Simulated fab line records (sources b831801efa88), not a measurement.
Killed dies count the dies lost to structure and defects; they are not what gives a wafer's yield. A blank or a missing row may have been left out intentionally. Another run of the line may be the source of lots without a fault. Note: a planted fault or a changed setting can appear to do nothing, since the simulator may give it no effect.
What tool caused it? || flow gf180mcu || 14 lots, 42 wafers sampled, at 4 steps of a route of 602

## WHAT EACH GAUGE READ, for each wafer
GF_STI_THK_MEAS_02.
{"lot": "L486", "measured": "day 1 11:47", "on": "filmMetro-04", "STI_OXIDATION_THK (nm)": "10.26 10.17 10.00"}
{"lot": "L487", "measured": "day 1 16:40", "on": "filmMetro-04", "STI_OXIDATION_THK (nm)": "9.64 9.82 9.91"}
{"lot": "L488", "measured": "day 1 21:32", "on": "filmMetro-01", "STI_OXIDATION_THK (nm)": "9.84 10.02 9.78"}
{"lot": "L489", "measured": "day 2 02:31", "on": "filmMetro-02", "STI_OXIDATION_THK (nm)": "9.83 9.90 9.95"}
{"lot": "L491", "measured": "day 2 12:31", "on": "filmMetro-01", "STI_OXIDATION_THK (nm)": "10.14 10.24 10.00"}
{"lot": "L492", "measured": "day 2 19:15", "on": "filmMetro-04", "STI_OXIDATION_THK (nm)": "9.85 10.09 9.96"}
{"lot": "L493", "measured": "day 3 00:19", "on": "filmMetro-02", "STI_OXIDATION_THK (nm)": "9.70 9.79 9.54"}
{"lot": "L495", "measured": "day 3 08:32", "on": "filmMetro-04", "STI_OXIDATION_THK (nm)": "9.82 9.88 9.82"}
{"lot": "L496", "measured": "day 3 14:11", "on": "filmMetro-02", "STI_OXIDATION_THK (nm)": "10.09 10.10 10.34"}
{"lot": "L497", "measured": "day 3 18:31", "on": "filmMetro-01", "STI_OXIDATION_THK (nm)": "10.00 9.92 10.00"}
{"lot": "L500", "measured": "day 4 09:31", "on": "filmMetro-04", "STI_OXIDATION_THK (nm)": "9.90 9.91 9.80"}
{"lot": "L501", "measured": "day 4 14:31", "on": "filmMetro-04", "STI_OXIDATION_THK (nm)": "9.87 9.69 9.69"}
{"lot": "L508", "measured": "day 6 01:31", "on": "filmMetro-02", "STI_OXIDATION_THK (nm)": "10.19 10.14 10.10"}
{"lot": "L509", "measured": "day 6 06:38", "on": "filmMetro-02", "STI_OXIDATION_THK (nm)": "9.65 9.66 9.68"}

GF_STI_CD_MEAS_12 targets a cd of 220 nm.
{"lot": "L486", "measured": "day 2 01:58", "on": "cdSem-02", "cdNm (nm)": "217.7 218.4 218.7"}
{"lot": "L487", "measured": "day 2 06:43", "on": "cdSem-01", "cdNm (nm)": "218.7 219.0 219.4"}
{"lot": "L488", "measured": "day 2 11:38", "on": "cdSem-01", "cdNm (nm)": "222.0 221.6 221.1"}
{"lot": "L489", "measured": "day 2 16:59", "on": "cdSem-01", "cdNm (nm)": "219.5 220.6 220.5"}
{"lot": "L491", "measured": "day 3 02:38", "on": "cdSem-02", "cdNm (nm)": "220.7 220.7 222.1"}
{"lot": "L492", "measured": "day 3 09:50", "on": "cdSem-02", "cdNm (nm)": "220.0 220.5 221.0"}
{"lot": "L493", "measured": "day 3 15:38", "on": "cdSem-02", "cdNm (nm)": "219.2 218.7 218.8"}
{"lot": "L495", "measured": "day 4 00:06", "on": "cdSem-02", "cdNm (nm)": "221.7 221.3 221.4"}
{"lot": "L496", "measured": "day 4 05:52", "on": "cdSem-02", "cdNm (nm)": "221.3 221.8 222.0"}
{"lot": "L497", "measured": "day 4 09:22", "on": "cdSem-01", "cdNm (nm)": "218.7 218.8 219.2"}
{"lot": "L500", "measured": "day 5 02:14", "on": "cdSem-02", "cdNm (nm)": "222.1 220.9 221.0"}
{"lot": "L501", "measured": "day 5 06:10", "on": "cdSem-02", "cdNm (nm)": "220.4 220.6 220.9"}
{"lot": "L508", "measured": "day 6 19:35", "on": "cdSem-02", "cdNm (nm)": "219.8 221.3 220.9"}
{"lot": "L509", "measured": "day 6 23:26", "on": "cdSem-01", "cdNm (nm)": "219.9 219.7 218.9"}

GF_MVSD_TW_MEAS_11.
{"lot": "L486", "measured": "day 4 10:39", "on": "filmMetro-01", "MVSD_TW": "1591 1584 1580"}
{"lot": "L487", "measured": "day 4 15:26", "on": "filmMetro-01", "MVSD_TW": "1589 1586 1587"}
{"lot": "L488", "measured": "day 5 04:04", "on": "filmMetro-02", "MVSD_TW": "1562 1562 1566"}
{"lot": "L489", "measured": "day 5 08:11", "on": "filmMetro-02", "MVSD_TW": "1568 1564 1566"}
{"lot": "L491", "measured": "day 5 22:11", "on": "filmMetro-01", "MVSD_TW": "1597 1601 1592"}
{"lot": "L492", "measured": "day 5 22:38", "on": "filmMetro-03", "MVSD_TW": "1587 1594 1588"}
{"lot": "L493", "measured": "day 6 08:50", "on": "filmMetro-03", "MVSD_TW": "1585 1572 1574"}
{"lot": "L495", "measured": "day 6 13:28", "on": "filmMetro-01", "MVSD_TW": "1593 1593 1594"}
{"lot": "L496", "measured": "day 7 01:39", "on": "filmMetro-01", "MVSD_TW": "1601 1605 1602"}
{"lot": "L497", "measured": "day 7 03:05", "on": "filmMetro-02", "MVSD_TW": "1577 1573 1568"}
{"lot": "L500", "measured": "day 7 20:38", "on": "filmMetro-03", "MVSD_TW": "1577 1587 1586"}
{"lot": "L501", "measured": "day 8 02:32", "on": "filmMetro-03", "MVSD_TW": "1580 1583 1590"}
{"lot": "L508", "measured": "day 9 21:13", "on": "filmMetro-02", "MVSD_TW": "1560 1557 1564"}
{"lot": "L509", "measured": "day 10 01:19", "on": "filmMetro-01", "MVSD_TW": "1590 1585 1586"}

## EACH LOT AND THE TOOL THAT RAN IT (in order: tool; ch and the chambers of the sampled wafers; start)
{"lot": "L486", "GF_LVPWELL_DEVELOP_06": "lithoTrack-03 ch 0, day 3 20:00"}
{"lot": "L487", "GF_LVPWELL_DEVELOP_06": "lithoTrack-02 ch 0, day 4 01:00"}
{"lot": "L488", "GF_LVPWELL_DEVELOP_06": "lithoTrack-03 ch 0, day 4 12:00"}
{"lot": "L489", "GF_LVPWELL_DEVELOP_06": "lithoTrack-02 ch 0, day 4 18:00"}
{"lot": "L491", "GF_LVPWELL_DEVELOP_06": "lithoTrack-02 ch 0, day 5 07:00"}
{"lot": "L492", "GF_LVPWELL_DEVELOP_06": "lithoTrack-03 ch 0, day 5 07:00"}
{"lot": "L493", "GF_LVPWELL_DEVELOP_06": "lithoTrack-02 ch 0, day 5 16:00"}
{"lot": "L495", "GF_LVPWELL_DEVELOP_06": "lithoTrack-04 ch 0, day 5 21:00"}
{"lot": "L496", "GF_LVPWELL_DEVELOP_06": "lithoTrack-02 ch 0, day 6 09:00"}
{"lot": "L497", "GF_LVPWELL_DEVELOP_06": "lithoTrack-02 ch 0, day 6 10:00"}
{"lot": "L500", "GF_LVPWELL_DEVELOP_06": "lithoTrack-02 ch 0, day 7 03:00"}
{"lot": "L501", "GF_LVPWELL_DEVELOP_06": "lithoTrack-04 ch 0, day 7 09:00"}
{"lot": "L508", "GF_LVPWELL_DEVELOP_06": "lithoTrack-02, day 9 02:00"}
{"lot": "L509", "GF_LVPWELL_DEVELOP_06": "lithoTrack-04, day 9 07:00"}
- GF_LVPWELL_DEVELOP_06: develop time 60 s.

## WHAT THE TOOLS THEMSELVES READ (means of the sampled wafers that have a number; where no wafer has one, the mark that the record gives instead)
GF_LVPWELL_DEVELOP_06.
{"lot": "L486", "tool": "lithoTrack-03", "chillPlateTempC (C)": 23.05}
{"lot": "L487", "tool": "lithoTrack-02", "chillPlateTempC (C)": 22.95}
{"lot": "L488", "tool": "lithoTrack-03", "chillPlateTempC (C)": 22.92}
{"lot": "L489", "tool": "lithoTrack-02", "chillPlateTempC (C)": 23.02}
{"lot": "L491", "tool": "lithoTrack-02", "chillPlateTempC (C)": 23.05}
{"lot": "L492", "tool": "lithoTrack-03", "chillPlateTempC (C)": 22.97}
{"lot": "L493", "tool": "lithoTrack-02", "chillPlateTempC (C)": 22.98}
{"lot": "L495", "tool": "lithoTrack-04", "chillPlateTempC (C)": 22.95}
{"lot": "L496", "tool": "lithoTrack-02", "chillPlateTempC (C)": 23.02}
{"lot": "L497", "tool": "lithoTrack-02", "chillPlateTempC (C)": 23.02}
{"lot": "L500", "tool": "lithoTrack-02", "chillPlateTempC (C)": 23.06}
{"lot": "L501", "tool": "lithoTrack-04", "chillPlateTempC (C)": 23.04}
{"lot": "L508", "tool": "lithoTrack-02", "chillPlateTempC (C)": "-"}
{"lot": "L509", "tool": "lithoTrack-04", "chillPlateTempC (C)": "-"}

## THE ANSWER, worked out from the rows above alone
Rule: the usual values come from the lots themselves. Put in order of their means at a reading, lots are off if they are a third of the lots or fewer, leave a main group of 4 or more, and stand apart from it by a gap of 3 or more times the standard deviation of the main group's means; of several such gaps the widest counts. A main group is skipped when, at the precision printed for the reading in the tables above, its means are all equal. A lot without any number at a reading at which 4 lots or more have one is off too. The other lots that the step has rows for count as sound. After the gauges, taken in route order, come the tools' own readings; for these a lot's mean is taken, as printed above. The first step at which some lot is off is used, and at that step the reading that is off furthest; a lot without a number counts as furthest.
Off, at GF_LVPWELL_DEVELOP_06 on chillPlateTempC: L508, L509. Without a number there: L508, L509. The main group has a mean of 23.00 C with a standard deviation of 0.045.
If a tool, at that step or one of the process steps before it, ran each lot that is off and ran no sound lot following the first of them, it fits. None of those tried fits.

## WHAT THE SIMULATOR HAD PUT IN
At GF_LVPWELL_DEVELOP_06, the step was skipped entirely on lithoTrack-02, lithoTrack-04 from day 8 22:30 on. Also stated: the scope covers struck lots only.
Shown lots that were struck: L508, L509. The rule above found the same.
